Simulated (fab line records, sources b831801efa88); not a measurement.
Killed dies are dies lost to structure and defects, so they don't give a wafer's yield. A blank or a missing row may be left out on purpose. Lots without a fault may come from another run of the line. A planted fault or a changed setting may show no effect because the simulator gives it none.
Chamber matching | flow sky130 | SKY_VIA3_CMP_24 on cmp-02: 4 sister chambers
The step polishes, stops on SiO2, t overpolish 20 s, target thk 0 nm. 14 wafers are shown with their chamber, then 6 later ones without.

WAFERS WITH THEIR CHAMBER
wafer  | chamber | motor_current_A (A) | time_to_endpoint_s (s) | overpolish_run_s (s)
L322.2 | 3       | 10.4                | 91                     | 19.999
L322.3 | 1       | 8.7                 | 93                     | 19.998
L322.5 | 1       | 8.5                 | 91                     | 19.983
L324.1 | 3       | 10.4                | 91                     | 19.989
L324.4 | 0       | 10.0                | 102                    | 20.000
L324.6 | 2       | 10.2                | 100                    | 20.008
L326.2 | 1       | 8.5                 | 93                     | 19.987
L326.5 | 1       | 7.9                 | 90                     | 20.009
L326.6 | 0       | 9.8                 | 102                    | 20.001
L328.1 | 0       | 9.8                 | 99                     | 19.996
L328.3 | 1       | 8.0                 | 92                     | 20.003
L328.4 | 3       | 10.4                | 92                     | 19.994
L330.1 | 3       | 10.4                | 93                     | 20.007
L330.4 | 1       | 8.7                 | 95                     | 19.998

SIGNATURES (means of the wafers above)
reading            | chamber 0 | chamber 1 | chamber 2 | chamber 3 | scatter within a chamber
motor_current_A    | 9.867     | 8.383     | 10.200    | 10.400    | 0.252
time_to_endpoint_s | 101.00    | 92.33     | 100.00    | 91.75     | 1.55
overpolish_run_s   | 19.99900  | 19.99633  | 20.00800  | 19.99725  | 0.00816
Rule: a wafer's distance from a chamber is the root of the sum, over the readings, of the square of ((its reading less the chamber's mean) divided by the reading's scatter). The wafer belongs to the nearest chamber; if the next one is less than 2 further off, it can't be placed. The scatter: the root of (the sum of the squares of (reading less its chamber's mean) over the shown wafers, divided by (wafers less chambers)).

WAFERS WITHOUT THEIR CHAMBER
wafer  | motor_current_A (A) | time_to_endpoint_s (s) | overpolish_run_s (s)
L330.5 | 11.2                | 104                    | 20.003
L333.2 | 10.9                | 91                     | 19.999
L333.3 | 9.9                 | 104                    | 20.001
L333.5 | 10.4                | 94                     | 20.014
L339.5 | 10.9                | 91                     | 20.011
L339.6 | 11.0                | 103                    | 20.008

WHICH CHAMBER EACH WENT THROUGH
wafer  | from the rows above     | in truth
L330.5 | can't be placed: 2 or 0 | 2
L333.2 | 3                       | 3
L333.3 | can't be placed: 0 or 2 | 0
L333.5 | can't be placed: 3 or 2 | 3
L339.5 | 3                       | 3
L339.6 | can't be placed: 2 or 0 | 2
Placed correctly: 2 of 6. Can't be placed from these rows: 4 (the true chamber is among the candidates in 4). Placed wrongly: 0.
